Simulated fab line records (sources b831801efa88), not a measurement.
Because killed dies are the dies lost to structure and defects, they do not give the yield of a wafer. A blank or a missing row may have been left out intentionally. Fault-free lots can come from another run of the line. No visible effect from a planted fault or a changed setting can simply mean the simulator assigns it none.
Struck lot and sound lot, side by side :: flow sky130 :: 15 steps out of a route of 708
Sound: these wafers, L274.1, L274.2, L274.5. Wafers L281.2, L281.4, L281.5 were the ones struck. The cause is given at the end.
Each step with rows lists, per side, the tool, then ch with its chambers, then its first start. Under that, the readings that differ: sound wafers :: struck wafers :: difference of the means :: sigmas: that difference in standard deviations of wafers without a fault.
alike: readings with means less than 2 such deviations apart, plus words and numbers identical on both sides. not compared: withheld readings, readings lacking a value on some wafer, bounds such as >300 that could conceal the same value, and numbers that have no deviation in the record and whose values overlap.
Wherever a step has rows on one side only, a row that says differs or no value, or a row with sigmas, the two part there. When numbers do not overlap yet have no deviation, they are printed without sigmas and do not part them. A reading missing from all wafers of one side parts the sides only when that side holds two or more wafers.

SKY_RES_XHIGH_TW_MEAS_09:
  sound: filmMetro-02 at day 31 00:42; struck: filmMetro-03 at day 33 17:58
  alike: RES_XHIGH_TW
then, 7 steps without rows for these wafers: SKY_SD_N_DEHYDRATE_00 (time 60 s); SKY_SD_N_HMDS_01 (prime time 60 s); SKY_SD_N_COAT_02 (resist thk 1140 nm); SKY_SD_N_SOFTBAKE_03 (time 60 s); SKY_SD_N_EXPOSE_04 (exposes mask NSDM, target cd 380 nm); SKY_SD_N_PEB_05; SKY_SD_N_DEVELOP_06 (develop time 60 s).
SKY_SD_N_CD_MEAS_07: the cd target is 380 nm.
  sound: cdSem-02 at day 32 07:17; struck: cdSem-02 at day 34 21:10
  alike: cdNm
SKY_SD_N_OVL_MEAS_08:
  sound: overlay-01 at day 32 07:24; struck: overlay-02 at day 34 21:16
  alike: SD_N_OVL
then, 2 steps without rows for these wafers: SKY_SD_N_IMPLANT_09; SKY_SD_N_IMPLANT_10.
SKY_SD_N_STRIP_11: strips in O2/N2.
  sound on plasmaAsher-04 ch 0,1, day 32 07:44; struck on plasmaAsher-04 ch 1, day 34 21:36
reading: oesProductAu (a.u.)
sound: 0.534 0.523 0.533
struck: 0.581 0.571 0.582
difference: +0.048
sigmas: +10

reading: stripTimeToEndpointS (s)
sound: 22.55 22.54 22.56
struck: 19.30 19.29 19.28
difference: -3.26
sigmas: -69
  alike: drypumpMotorCurrentA
  not compared: rfHoursCounterH
SKY_SD_N_TW_MEAS_12:
  sound: filmMetro-02 at day 32 07:50; struck: filmMetro-02 at day 34 21:43
  alike: SD_N_TW
-- here the record skips 16 days between the struck wafers' starts before and after, leaving off in module SD_N and picking up in module PAD_OPEN (first step shown: number 708 of the route) --
SKY_PAD_OPEN_PROBE_99:
  rows exist in the record for the struck wafers here (prober-02, day 51 05:19), but not for the sound ones

== WHERE THEY PART ==
First at SKY_SD_N_STRIP_11; last, within this record, at SKY_PAD_OPEN_PROBE_99.

WHY: what had been put in by the simulator
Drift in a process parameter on plasmaAsher-04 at SKY_SD_N_STRIP_11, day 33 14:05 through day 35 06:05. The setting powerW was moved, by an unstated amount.
